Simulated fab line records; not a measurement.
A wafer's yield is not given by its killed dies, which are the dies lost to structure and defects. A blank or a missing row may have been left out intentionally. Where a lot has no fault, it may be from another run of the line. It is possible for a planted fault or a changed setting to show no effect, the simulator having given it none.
Chamber matching || flow sky130 || hdpcvd-01 running SKY_CONTACT_HDPCVD_02: 3 sister chambers
The step deposits SiO2, target thk 565 nm, time 94.2 s. 3 wafers are shown with their chamber, then 7 later ones without.

## WAFERS, EACH WITH ITS CHAMBER
{"wafer": "L993.2", "chamber": 1, "sih4_flow_sccm (sccm)": 60.19}
{"wafer": "L994.2", "chamber": 2, "sih4_flow_sccm (sccm)": 59.77}
{"wafer": "L994.3", "chamber": 0, "sih4_flow_sccm (sccm)": 60.02}

## WAFERS MISSING THEIR CHAMBER
{"wafer": "L994.5", "sih4_flow_sccm (sccm)": 60.09}
{"wafer": "L997.2", "sih4_flow_sccm (sccm)": 59.81}
{"wafer": "L997.3", "sih4_flow_sccm (sccm)": 59.88}
{"wafer": "L997.6", "sih4_flow_sccm (sccm)": 60.08}
{"wafer": "L999.1", "sih4_flow_sccm (sccm)": 59.93}
{"wafer": "L999.4", "sih4_flow_sccm (sccm)": 60.16}
{"wafer": "L999.6", "sih4_flow_sccm (sccm)": 60.18}

## CHAMBER TAKEN BY EACH
{"wafer": "L994.5", "from the rows above": "can't be placed: 0 or 1", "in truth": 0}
{"wafer": "L997.2", "from the rows above": 2, "in truth": 2}
{"wafer": "L997.3", "from the rows above": "can't be placed: 2 or 0", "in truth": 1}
{"wafer": "L997.6", "from the rows above": "can't be placed: 0 or 1", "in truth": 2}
{"wafer": "L999.1", "from the rows above": "can't be placed: 0 or 2", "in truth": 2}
{"wafer": "L999.4", "from the rows above": "can't be placed: 1 or 0", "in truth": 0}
{"wafer": "L999.6", "from the rows above": 1, "in truth": 1}
2 of 7 placed correctly. Not placeable from these rows: 5 (in 3, the candidates include the true chamber). 0 placed wrongly.
How it was worked out, from the rows above alone: a wafer's distance from a chamber is the root of the sum, over the readings, of the square of ((its reading less the chamber's mean) divided by the reading's scatter). If the next closest chamber is less than 2 further off than the closest, the wafer can't be placed; otherwise it belongs to the closest. Each chamber's mean is taken over the wafers shown for it. The scatter (one wafer shown for each chamber): square how far every hidden wafer sits from the nearest shown wafer, average those squares and take the square root.
